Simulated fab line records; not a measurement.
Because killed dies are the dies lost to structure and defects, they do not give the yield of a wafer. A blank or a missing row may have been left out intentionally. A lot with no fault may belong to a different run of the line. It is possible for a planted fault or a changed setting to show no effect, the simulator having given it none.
fab line records + flow sky130
record
- lots=12
- wafers=36
- lastDay=50
route steps=708 shown VIA2@523 METAL4@602 VIA4@659 PAD_OPEN@708
lots that met no fault: taken from a fault-free run of the same line
startH: hours from the record's first day to the start of the lot's first wafer shown + waitH: hours since the lot's step before + " same as the row above + L1.1+2: one row covering several wafers at once + - no value present, or no start provided + * or withheld: withheld + < > ~ a bound
route shown NAME@n: names a module that has steps shown in the file, with the first one's number in the route + usual: mean and standard deviation over wafers with no fault + same: alike in all rows + chamber/n: place in a boat + sites: each site's reading + _std_site: standard deviation across them + _edge_site: mean of outer sites minus mean of inner sites + radiusMm: how far each site lies from the wafer's centre + mask NAME#n: copy n + behind: the tool/chamber that last shaped the wafer + hold: cause of the lot's hold/its duration in hours/its outcome + device: whichever transistor did not switch (one of n, p or np) + end of line: the tests these same wafers got at the end of their route + for a step that has no rows: nothing shown but its recipe + killed: count of dies lost to structure and defects at first sort (not the wafer's yield) + map: shows each die of a wafer: x if killed, . if not, _ if none is there
set.NAME: the setting the step ran with; set.NAME@STEP: the setting that earlier step ran with + model.NAME: the simulator's own value behind a step, which no gauge read
a sample of lots followed through the steps of the route, with each step as a table and each wafer as a row
services: when a tool's chamber went out of use (startH, in hours from the record's first day, below 0 if earlier), for how many hours, and the reason
## steps
# step SKY_VIA2_STRIP_16
# recipe
- chemistry=O2/N2
- powerW=1400
- pressureMtorr=1500
- platenTempC=withheld
- o2FlowSccm=3000
- n2FlowSccm=300
- overashFraction=0.5
# usual
- drypumpMotorCurrentA=5.8/0.59
- oesProductAu=0.398/0.0047
- stripTimeToEndpointS=4.035/0.026
| lot.wafer | tool           | chamber | startH  | waitH | drypumpMotorCurrentA | oesProductAu | rfHoursCounterH | stripTimeToEndpointS |
|-----------|----------------|---------|---------|-------|----------------------|--------------|-----------------|----------------------|
| L928.1    | plasmaAsher-02 | 1       | 841.65  | 0.0   | 6.7                  | 0.401        | 105             | 4.011                |
| L928.2    | "              | 0       | "       | "     | 5.3                  | 0.402        | 105             | 4.038                |
| L928.5    | "              | 1       | "       | "     | 6.7                  | 0.403        | -               | 4.045                |
| L932.2    | plasmaAsher-02 | 1       | 879.98  | 0.0   | 6.6                  | 0.400        | 108             | 4.037                |
| L932.3    | "              | 0       | "       | "     | 5.3                  | 0.394        | -               | 3.999                |
| L932.4    | "              | 1       | "       | "     | 6.6                  | 0.393        | -               | 4.004                |
| L934.3    | plasmaAsher-03 | 0       | 899.01  | 0.1   | 5.0                  | 0.401        | -               | 4.027                |
| L934.4    | "              | 1       | "       | "     | 6.0                  | 0.398        | -               | 4.012                |
| L934.6    | "              | 0       | "       | "     | 5.0                  | 0.389        | -               | 4.047                |
| L933.4    | plasmaAsher-04 | 0       | 900.39  | 0.1   | 5.3                  | 0.391        | -               | 4.033                |
| L933.5    | "              | 0       | "       | "     | 5.4                  | 0.400        | -               | 4.008                |
| L933.6    | "              | 1       | "       | "     | 6.3                  | 0.401        | -               | 4.053                |
| L935.2    | plasmaAsher-03 | 0       | 906.43  | 0.0   | 5.0                  | 0.397        | 76              | 3.985                |
| L935.3    | "              | 1       | "       | "     | 6.0                  | 0.394        | -               | 4.013                |
| L935.5    | "              | 0       | "       | "     | 5.0                  | 0.397        | -               | 4.009                |
| L937.1    | plasmaAsher-04 | 0       | 913.98  | 0.0   | 5.3                  | 0.402        | 17              | 4.041                |
| L937.3    | "              | 1       | "       | "     | 6.3                  | 0.392        | -               | 3.998                |
| L937.4    | "              | 0       | "       | "     | 5.3                  | 0.400        | -               | 4.048                |
| L938.2    | plasmaAsher-03 | 1       | 917.50  | 0.0   | 6.0                  | 0.405        | 78              | 4.078                |
| L938.3    | "              | 1       | "       | "     | 6.0                  | 0.392        | -               | 4.040                |
| L938.6    | "              | 1       | "       | "     | 6.0                  | 0.399        | -               | 4.041                |
| L939.3    | plasmaAsher-04 | 1       | 933.54  | 0.1   | 6.2                  | 0.392        | -               | 4.066                |
| L939.4    | "              | 0       | "       | "     | 5.4                  | 0.391        | -               | 4.055                |
| L939.6    | "              | 1       | "       | "     | 6.2                  | 0.398        | -               | 4.047                |
| L940.2    | plasmaAsher-03 | 0       | 938.50  | 0.0   | 5.0                  | 0.396        | 80              | 4.051                |
| L940.5    | "              | 1       | "       | "     | 6.0                  | 0.397        | -               | 4.037                |
| L940.6    | "              | 0       | "       | "     | 5.0                  | 0.404        | -               | 4.001                |
| L941.1    | plasmaAsher-04 | 0       | 947.85  | 0.0   | 5.4                  | 0.390        | 20              | 4.057                |
| L941.2    | "              | 1       | "       | "     | 6.2                  | 0.402        | 20              | 4.023                |
| L941.4    | "              | 1       | "       | "     | 6.3                  | 0.387        | -               | 4.040                |
| L942.1    | plasmaAsher-02 | 1       | 954.66  | 0.0   | 6.7                  | 0.394        | 116             | 3.978                |
| L942.3    | "              | 0       | "       | "     | 5.3                  | 0.395        | -               | 4.028                |
| L942.6    | "              | 0       | "       | "     | 5.3                  | 0.402        | -               | 4.028                |
| L951.3    | plasmaAsher-02 | 1       | 1004.11 | 0.1   | 6.6                  | 0.399        | -               | 4.046                |
| L951.4    | "              | 0       | "       | "     | 5.3                  | 0.400        | -               | 4.024                |
| L951.5    | "              | 0       | "       | "     | 5.3                  | 0.401        | -               | 4.047                |
# step SKY_METAL4_SPUTTER_04
# recipe
- material=TiN
- targetThkNm=70
- powerW=6500
- timeS=58.3
- chamberPressurePa=0.4
# usual
- throttleValvePct=30.3/1.1
| lot.wafer | tool          | chamber | startH  | waitH | throttleValvePct |
|-----------|---------------|---------|---------|-------|------------------|
| L928.1    | pvdSputter-03 | -       | 922.64  | 0.0   | 31.8             |
| L928.2    | "             | -       | "       | "     | 32.1             |
| L928.5    | "             | -       | "       | "     | 28.6             |
| L932.2    | pvdSputter-02 | -       | 958.32  | 0.0   | 30.9             |
| L932.3    | "             | -       | "       | "     | 31.3             |
| L932.4    | "             | -       | "       | "     | 29.8             |
| L934.3    | pvdSputter-04 | -       | 977.54  | 0.0   | 29.9             |
| L934.4    | "             | -       | "       | "     | 31.0             |
| L934.6    | "             | -       | "       | "     | 31.2             |
| L933.4    | pvdSputter-04 | -       | 978.49  | 0.0   | 29.9             |
| L933.5    | "             | -       | "       | "     | 29.1             |
| L933.6    | "             | -       | "       | "     | 29.3             |
| L935.2    | pvdSputter-02 | -       | 985.04  | 0.0   | 29.8             |
| L935.3    | "             | -       | "       | "     | 30.6             |
| L935.5    | "             | -       | "       | "     | 29.6             |
| L937.1    | pvdSputter-04 | -       | 992.04  | 0.0   | 29.9             |
| L937.3    | "             | -       | "       | "     | 29.2             |
| L937.4    | "             | -       | "       | "     | 29.2             |
| L938.2    | pvdSputter-02 | -       | 996.72  | 0.0   | 31.6             |
| L938.3    | "             | -       | "       | "     | 30.2             |
| L938.6    | "             | -       | "       | "     | 30.0             |
| L939.3    | pvdSputter-02 | -       | 1010.86 | 0.0   | 30.0             |
| L939.4    | "             | -       | "       | "     | 30.8             |
| L939.6    | "             | -       | "       | "     | 29.8             |
| L940.2    | pvdSputter-02 | -       | 1017.01 | 0.0   | 30.0             |
| L940.5    | "             | -       | "       | "     | 29.9             |
| L940.6    | "             | -       | "       | "     | 31.5             |
| L941.1    | pvdSputter-04 | -       | 1026.20 | 0.0   | 30.9             |
| L941.2    | "             | -       | "       | "     | 29.2             |
| L941.4    | "             | -       | "       | "     | 29.4             |
| L942.1    | pvdSputter-03 | -       | 1029.35 | 0.0   | 31.4             |
| L942.3    | "             | -       | "       | "     | 29.7             |
| L942.6    | "             | -       | "       | "     | 29.5             |
| L951.3    | pvdSputter-02 | -       | 1073.26 | 0.0   | 30.6             |
| L951.4    | "             | -       | "       | "     | 30.1             |
| L951.5    | "             | -       | "       | "     | 30.0             |
# step SKY_METAL4_CD_MEAS_13
# recipe
- targetCdNm=300
# usual
- cdNm=300.1/1.5
| lot.wafer | tool     | chamber | startH  | waitH | cdNm  |
|-----------|----------|---------|---------|-------|-------|
| L928.1    | cdSem-01 | -       | 971.30  | -     | 299.0 |
| L928.2    | "        | -       | "       | "     | 299.9 |
| L928.5    | "        | -       | "       | "     | 298.6 |
| L932.2    | cdSem-01 | -       | 1006.69 | -     | 297.8 |
| L932.3    | "        | -       | "       | "     | 298.9 |
| L932.4    | "        | -       | "       | "     | 296.8 |
| L934.3    | cdSem-01 | -       | 1024.24 | -     | 299.7 |
| L934.4    | "        | -       | "       | "     | 300.3 |
| L934.6    | "        | -       | "       | "     | 299.1 |
| L933.4    | cdSem-02 | -       | 1026.30 | -     | 301.0 |
| L933.5    | "        | -       | "       | "     | 301.0 |
| L933.6    | "        | -       | "       | "     | 301.7 |
| L935.2    | cdSem-01 | -       | 1030.81 | -     | 296.7 |
| L935.3    | "        | -       | "       | "     | 298.4 |
| L935.5    | "        | -       | "       | "     | 299.3 |
| L937.1    | cdSem-01 | -       | 1037.60 | -     | 300.8 |
| L937.3    | "        | -       | "       | "     | 299.9 |
| L937.4    | "        | -       | "       | "     | 301.3 |
| L938.2    | cdSem-02 | -       | 1042.32 | -     | 301.6 |
| L938.3    | "        | -       | "       | "     | 301.5 |
| L938.6    | "        | -       | "       | "     | 301.4 |
| L939.3    | cdSem-01 | -       | 1055.64 | -     | 297.6 |
| L939.4    | "        | -       | "       | "     | 298.4 |
| L939.6    | "        | -       | "       | "     | 299.6 |
| L940.2    | cdSem-01 | -       | 1060.61 | -     | 299.2 |
| L940.5    | "        | -       | "       | "     | 300.2 |
| L940.6    | "        | -       | "       | "     | 301.3 |
| L941.1    | cdSem-02 | -       | 1067.69 | -     | 298.5 |
| L941.2    | "        | -       | "       | "     | 301.0 |
| L941.4    | "        | -       | "       | "     | 301.0 |
| L942.1    | cdSem-01 | -       | 1071.09 | -     | 301.3 |
| L942.3    | "        | -       | "       | "     | 303.6 |
| L942.6    | "        | -       | "       | "     | 303.0 |
| L951.3    | cdSem-01 | -       | 1114.04 | -     | 298.1 |
| L951.4    | "        | -       | "       | "     | 299.7 |
| L951.5    | "        | -       | "       | "     | 300.5 |
# step SKY_VIA4_THK_MEAS_20
# recipe
- thkMeasGauge=xrf
- reads=W_of_VIA4_CVD_18
# usual
- VIA4_W_THK=490/7.3
| lot.wafer | tool         | chamber | startH  | waitH | VIA4_W_THK[nm] |
|-----------|--------------|---------|---------|-------|----------------|
| L928.1    | filmMetro-04 | -       | 998.95  | 0.1   | 493            |
| L928.2    | "            | -       | "       | "     | 493            |
| L928.5    | "            | -       | "       | "     | 492            |
| L932.2    | filmMetro-04 | -       | 1031.23 | 0.1   | 484            |
| L932.3    | "            | -       | "       | "     | 483            |
| L932.4    | "            | -       | "       | "     | 481            |
| L934.3    | filmMetro-02 | -       | 1048.20 | 0.1   | 494            |
| L934.4    | "            | -       | "       | "     | 489            |
| L934.6    | "            | -       | "       | "     | 491            |
| L933.4    | filmMetro-03 | -       | 1050.70 | 0.1   | 494            |
| L933.5    | "            | -       | "       | "     | 490            |
| L933.6    | "            | -       | "       | "     | 493            |
| L935.2    | filmMetro-03 | -       | 1054.24 | 0.1   | 471            |
| L935.3    | "            | -       | "       | "     | 471            |
| L935.5    | "            | -       | "       | "     | 481            |
| L937.1    | filmMetro-03 | -       | 1060.53 | 0.1   | 486            |
| L937.3    | "            | -       | "       | "     | 489            |
| L937.4    | "            | -       | "       | "     | 485            |
| L938.2    | filmMetro-02 | -       | 1064.39 | 0.1   | 485            |
| L938.3    | "            | -       | "       | "     | 478            |
| L938.6    | "            | -       | "       | "     | 473            |
| L939.3    | filmMetro-03 | -       | 1078.24 | 0.1   | 493            |
| L939.4    | "            | -       | "       | "     | 486            |
| L939.6    | "            | -       | "       | "     | 495            |
| L940.2    | filmMetro-04 | -       | 1084.81 | 0.1   | 503            |
| L940.5    | "            | -       | "       | "     | 497            |
| L940.6    | "            | -       | "       | "     | 506            |
| L941.1    | filmMetro-04 | -       | 1090.83 | 0.1   | 486            |
| L941.2    | "            | -       | "       | "     | 486            |
| L941.4    | "            | -       | "       | "     | 480            |
| L942.1    | filmMetro-04 | -       | 1094.12 | 0.1   | 498            |
| L942.3    | "            | -       | "       | "     | 495            |
| L942.6    | "            | -       | "       | "     | 502            |
| L951.3    | filmMetro-03 | -       | 1135.06 | 0.1   | 486            |
| L951.4    | "            | -       | "       | "     | 491            |
| L951.5    | "            | -       | "       | "     | 485            |
# step SKY_PAD_OPEN_PROBE_99
# usual
- defectLimitedYield=82.7/1.9
- killed_at_M0_to_M3=43/6.8
- killed_at_M4_up=2.9/1.7
- killedAtContacts=24/5.4
- killedAtFrontEnd=15/4.8
- killedAtOther=0.3/0.57
- killedDies=85/9.4
- killedOnRim=16/4
- killedOpen=47/7.5
- killedShort=38/5.7
- sort_bin_3_pad_short=0.8/0.37
- sort_bin_5_function=10.2/1.5
- sort_bin_6_memory=6.2/1.1
- sortNPass=407/9.4
- sortYieldPct=82.7/1.9
# same
- grossDies=492
- killedAtBackSide=0
- sort_bin_4_leakage[%]=0
- sort_bin_8_speed[%]=0
| lot.wafer | tool      | chamber | startH  | waitH | defectLimitedYield[%] | killed_at_M0_to_M3 | killed_at_M4_up | killedAtContacts | killedAtFrontEnd | killedAtOther | killedDies | killedOnRim | killedOpen | killedShort | sort_bin_3_pad_short[%] | sort_bin_5_function[%] | sort_bin_6_memory[%] | sortNPass | sortYieldPct[%] |
|-----------|-----------|---------|---------|-------|-----------------------|--------------------|-----------------|------------------|------------------|---------------|------------|-------------|------------|-------------|-------------------------|------------------------|----------------------|-----------|-----------------|
| L932.2    | prober-01 | -       | 1097.26 | 0.1   | 78.9                  | 42                 | 3               | 45               | 13               | 1             | 104        | 21          | 57         | 47          | 1.4                     | 12.0                   | 7.7                  | 388       | 78.9            |
| L932.3    | prober-01 | -       | 1097.31 | 0.2   | 86.6                  | 28                 | 4               | 24               | 10               | 0             | 66         | 17          | 38         | 28          | 0.4                     | 8.9                    | 4.1                  | 426       | 86.6            |
| L932.4    | prober-01 | -       | 1097.36 | 0.2   | 86.0                  | 35                 | 1               | 24               | 8                | 1             | 69         | 10          | 33         | 36          | 1.0                     | 7.1                    | 5.9                  | 423       | 86.0            |
| L935.2    | prober-02 | -       | 1118.12 | 0.1   | 85.4                  | 39                 | 4               | 13               | 16               | 0             | 72         | 15          | 41         | 31          | 1.0                     | 9.8                    | 3.9                  | 420       | 85.4            |
| L935.3    | prober-02 | -       | 1118.17 | 0.2   | 85.2                  | 31                 | 6               | 19               | 17               | 0             | 73         | 17          | 27         | 46          | 0.6                     | 8.7                    | 5.5                  | 419       | 85.2            |
| L935.5    | prober-02 | -       | 1118.27 | 0.2   | 82.7                  | 41                 | 6               | 20               | 16               | 2             | 85         | 16          | 45         | 40          | 0.8                     | 10.8                   | 5.7                  | 407       | 82.7            |
| L939.3    | prober-02 | -       | 1141.69 | 0.2   | 84.6                  | 40                 | 3               | 21               | 11               | 1             | 76         | 12          | 29         | 47          | 0.6                     | 9.6                    | 5.3                  | 416       | 84.6            |
| L939.4    | prober-02 | -       | 1141.74 | 0.2   | 85.0                  | 42                 | 3               | 14               | 15               | 0             | 74         | 15          | 37         | 37          | 1.4                     | 8.1                    | 5.5                  | 418       | 85.0            |
| L939.6    | prober-02 | -       | 1141.84 | 0.2   | 80.9                  | 49                 | 2               | 26               | 16               | 1             | 94         | 15          | 55         | 39          | 0.6                     | 11.6                   | 6.9                  | 398       | 80.9            |
| L941.1    | prober-02 | -       | 1151.99 | 0.1   | 80.5                  | 51                 | 4               | 21               | 20               | 0             | 96         | 24          | 40         | 37          | 1.6                     | 11.2                   | 6.7                  | 396       | 80.5            |
| L941.2    | prober-02 | -       | 1152.04 | 0.1   | 77.4                  | 62                 | 4               | 28               | 17               | 0             | 111        | 32          | 54         | 39          | 1.2                     | 13.0                   | 8.3                  | 381       | 77.4            |
| L941.4    | prober-02 | -       | 1152.14 | 0.2   | 83.1                  | 45                 | 2               | 24               | 11               | 1             | 83         | 26          | 41         | 28          | 1.0                     | 10.2                   | 5.7                  | 409       | 83.1            |
| L942.1    | prober-01 | -       | 1154.72 | 0.1   | 81.5                  | 50                 | 4               | 22               | 14               | 1             | 91         | 23          | 56         | 35          | 0.8                     | 10.6                   | 7.1                  | 401       | 81.5            |
| L942.3    | prober-01 | -       | 1154.82 | 0.2   | 78.9                  | 49                 | 1               | 32               | 22               | 0             | 104        | 22          | 57         | 47          | 1.6                     | 12.6                   | 6.9                  | 388       | 78.9            |
| L942.6    | prober-01 | -       | 1154.97 | 0.2   | 83.9                  | 44                 | 1               | 23               | 10               | 1             | 79         | 19          | 46         | 33          | 0.6                     | 8.5                    | 6.9                  | 413       | 83.9            |
# killed by level:class
L932.2 CONTACT:geometricParticle:open=16 LI_CONTACT:geometricParticle:open=10 CONTACT:geometricParticle:short=9 VIA1:geometricParticle:open=9 LOCAL_INTERCONNECT:geometricParticle:short=7 VIA3:geometricParticle:open=7 FIELD_ISO:geometricParticle:short=4 VIA3:geometricParticle:short=4
L932.3 VIA1:geometricParticle:open=11 LI_CONTACT:geometricParticle:open=9 CONTACT:geometricParticle:open=9 LOCAL_INTERCONNECT:geometricParticle:short=4 FIELD_ISO:geometricParticle:short=3 METAL4:geometricParticle:short=3 VIA1:geometricParticle:short=3 METAL2:geometricParticle:short=3
L932.4 METAL1:geometricParticle:short=10 LI_CONTACT:geometricParticle:open=8 VIA1:geometricParticle:open=8 CONTACT:geometricParticle:open=6 LI_CONTACT:geometricParticle:short=5 VIA3:geometricParticle:open=4 LOCAL_INTERCONNECT:geometricParticle:short=3 METAL3:geometricParticle:short=3
L935.2 VIA1:geometricParticle:open=11 LI_CONTACT:geometricParticle:open=8 METAL2:geometricParticle:short=7 FIELD_ISO:geometricParticle:open=5 POLY_GATE:geometricParticle:open=5 VIA1:geometricParticle:short=5 VIA2:geometricParticle:open=5 CONTACT:geometricParticle:open=4
L935.3 POLY_GATE:geometricParticle:short=9 VIA1:geometricParticle:open=8 LOCAL_INTERCONNECT:geometricParticle:short=8 FIELD_ISO:geometricParticle:short=4 METAL4:geometricParticle:short=4 CONTACT:geometricParticle:open=4 METAL1:geometricParticle:short=4 VIA1:geometricParticle:short=4
L935.5 VIA1:geometricParticle:open=13 CONTACT:geometricParticle:open=6 METAL2:geometricParticle:short=5 VIA1:geometricParticle:short=5 LI_CONTACT:geometricParticle:short=5 LI_CONTACT:geometricParticle:open=5 VIA3:geometricParticle:open=5 FIELD_ISO:geometricParticle:open=4
L939.3 CONTACT:geometricParticle:open=10 METAL2:geometricParticle:short=7 METAL1:geometricParticle:short=6 VIA1:geometricParticle:open=5 VIA2:geometricParticle:open=5 VIA3:geometricParticle:open=5 LOCAL_INTERCONNECT:geometricParticle:short=4 SPACER:geometricParticle:short=3
L939.4 VIA1:geometricParticle:open=14 VIA1:geometricParticle:short=6 CONTACT:geometricParticle:open=5 METAL1:geometricParticle:short=4 FIELD_ISO:geometricParticle:open=3 FIELD_ISO:geometricParticle:short=3 SPACER:geometricParticle:open=3 SPACER:geometricParticle:short=3
L939.6 CONTACT:geometricParticle:open=15 VIA1:geometricParticle:open=11 VIA1:geometricParticle:short=9 FIELD_ISO:geometricParticle:short=7 LI_CONTACT:geometricParticle:open=7 VIA3:geometricParticle:open=6 VIA3:geometricParticle:short=5 METAL2:geometricParticle:short=4
L941.1 VIA2:unspecified=19 LI_CONTACT:geometricParticle:open=8 VIA1:geometricParticle:open=7 VIA2:geometricParticle:open=7 CONTACT:geometricParticle:open=6 POLY_GATE:geometricParticle:short=5 LOCAL_INTERCONNECT:geometricParticle:short=4 VIA1:geometricParticle:short=4
L941.2 VIA2:unspecified=18 VIA1:geometricParticle:open=12 CONTACT:geometricParticle:open=9 LI_CONTACT:geometricParticle:open=8 VIA2:geometricParticle:open=8 VIA1:geometricParticle:short=6 VIA3:geometricParticle:open=5 LI_CONTACT:geometricParticle:short=5
L941.4 VIA2:unspecified=14 LI_CONTACT:geometricParticle:open=9 VIA1:geometricParticle:open=8 CONTACT:geometricParticle:open=7 CONTACT:geometricParticle:short=5 VIA2:geometricParticle:open=5 LOCAL_INTERCONNECT:geometricParticle:short=3 METAL1:geometricParticle:short=3
L942.1 VIA1:geometricParticle:open=18 VIA3:geometricParticle:open=9 CONTACT:geometricParticle:open=8 METAL2:geometricParticle:short=7 FIELD_ISO:geometricParticle:short=5 POLY_GATE:geometricParticle:short=4 LI_CONTACT:geometricParticle:open=4 LOCAL_INTERCONNECT:geometricParticle:short=4
L942.3 VIA1:geometricParticle:open=12 LI_CONTACT:geometricParticle:open=9 VIA3:geometricParticle:open=8 FIELD_ISO:geometricParticle:open=6 FIELD_ISO:geometricParticle:short=6 CONTACT:geometricParticle:short=6 CONTACT:geometricParticle:open=6 LI_CONTACT:geometricParticle:short=5
L942.6 VIA1:geometricParticle:open=13 CONTACT:geometricParticle:open=9 METAL1:geometricParticle:short=6 LI_CONTACT:geometricParticle:open=5 VIA1:geometricParticle:short=5 VIA2:geometricParticle:open=5 FIELD_ISO:geometricParticle:open=4 LI_CONTACT:geometricParticle:short=4
## services
| tool           | chamber | startH  | hours | kind                  |
|----------------|---------|---------|-------|-----------------------|
| plasmaAsher-03 | -       | 824.46  | 3.4   | repair                |
| pvdSputter-02  | 3       | 832.59  | -     | consumableReplace:kit |
| pvdSputter-02  | 3       | 832.59  | 18.0  | scheduledDown         |
| pvdSputter-02  | 3       | 832.59  | 18.0  | ventCycle             |
| plasmaAsher-03 | -       | 846.38  | 1.5   | repair                |
| pvdSputter-02  | -       | 857.42  | 0.7   | repair                |
| pvdSputter-04  | -       | 869.55  | 6.5   | repair                |
| pvdSputter-04  | 2       | 906.91  | -     | consumableReplace:kit |
| pvdSputter-04  | 2       | 906.91  | 18.0  | scheduledDown         |
| pvdSputter-02  | -       | 913.96  | 2.0   | repair                |
| plasmaAsher-04 | -       | 916.56  | 0.7   | repair                |
| plasmaAsher-03 | -       | 922.27  | 4.3   | repair                |
| pvdSputter-04  | -       | 931.35  | 1.4   | repair                |
| plasmaAsher-04 | -       | 936.03  | 3.9   | repair                |
| pvdSputter-03  | -       | 948.12  | 3.5   | repair                |
| pvdSputter-03  | -       | 955.13  | 5.2   | repair                |
| plasmaAsher-04 | -       | 960.05  | 0.6   | repair                |
| plasmaAsher-03 | -       | 971.75  | 1.3   | repair                |
| pvdSputter-03  | -       | 987.20  | 4.1   | repair                |
| pvdSputter-02  | -       | 990.04  | 1.2   | repair                |
| plasmaAsher-04 | -       | 1002.46 | 14.6  | pm                    |
| pvdSputter-03  | -       | 1010.32 | 1.1   | repair                |
| pvdSputter-02  | -       | 1041.37 | 15.8  | repair                |
| plasmaAsher-02 | -       | 1055.25 | 9.0   | pm                    |
## key
firstSign
- step=SKY_PAD_OPEN_PROBE_99
- reading=killedOnRim
- direction=up
- sigmas=2.7
- usual=16
- struck=27
effect none on later readings
metAt SKY_VIA2_STRIP_16
struckLots L941
notActingAt SKY_METAL4_SPUTTER_04,SKY_METAL4_CD_MEAS_13,SKY_VIA4_THK_MEAS_20
onsetBetween 933.54 947.85
fault
- kind=chamberParticleSource
- tool=plasmaAsher-04
- chamber=-
- onsetH=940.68
- steps=SKY_VIA2_STRIP_16
- ratePerVisitCm2=0.51307
- endH=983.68
